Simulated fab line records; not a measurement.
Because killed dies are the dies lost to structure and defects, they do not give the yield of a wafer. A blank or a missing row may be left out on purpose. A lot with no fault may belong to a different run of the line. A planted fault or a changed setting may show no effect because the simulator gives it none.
Chamber matching    flow gf180mcu    GF_CONTACT_CVD_02 on pecvd-03: 3 sister chambers
The step deposits SiO2 from TEOS, target thk 860 nm, time 95.992 s. 14 wafers are shown with their chamber, then 7 later ones without.

## WAFERS, EACH WITH ITS CHAMBER
wafer   chamber  rf fwd power W (W)  heater power w (W)
L075.1  2        596.8               696
L075.5  2        594.8               719
L075.6  0        597.3               737
L076.1  0        596.3               628
L076.3  1        598.2               601
L076.6  2        595.7               718
L081.2  2        594.5               670
L081.3  0        598.3               735
L081.5  0        597.0               742
L082.1  2        592.7               677
L082.2  1        596.5               564
L082.4  0        597.4               611
L090.3  1        601.4               621
L090.4  2        595.4               566

SIGNATURES, as means of the wafers listed above
reading         chamber 0  chamber 1  chamber 2  scatter within a chamber
rf fwd power W  597.260    598.700    594.983    1.48
heater power w  690.60     595.33     674.33     56.3
Rule: for each reading, subtract the chamber's mean from the wafer's reading, divide by that reading's scatter and square the result; add these up over the readings and take the root, which gives the wafer's distance from the chamber. The wafer belongs to the nearest chamber; if the next one is less than 2 further off, it can't be placed. The scatter: the root of (the sum of the squares of (reading less its chamber's mean) over the shown wafers, divided by (wafers less chambers)).

## WAFERS WHOSE CHAMBER IS MISSING
wafer   rf fwd power W (W)  heater power w (W)
L090.5  595.9               611
L093.2  594.2               613
L093.4  595.7               644
L093.6  593.5               643
L095.1  596.7               705
L095.3  593.8               712
L095.4  594.6               753

## EACH ONE'S CHAMBER
wafer   from the rows above           in truth
L090.5  can't be placed: 2 or 0 or 1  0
L093.2  can't be placed: 2 or 0 or 1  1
L093.4  can't be placed: 2 or 0 or 1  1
L093.6  can't be placed: 2 or 0       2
L095.1  can't be placed: 0 or 2 or 1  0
L095.3  can't be placed: 2 or 0       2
L095.4  can't be placed: 2 or 0       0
Correctly placed: 0 of 7. Can't be placed from these rows: 7 (the true chamber is among the candidates in 7). 0 placed wrongly.
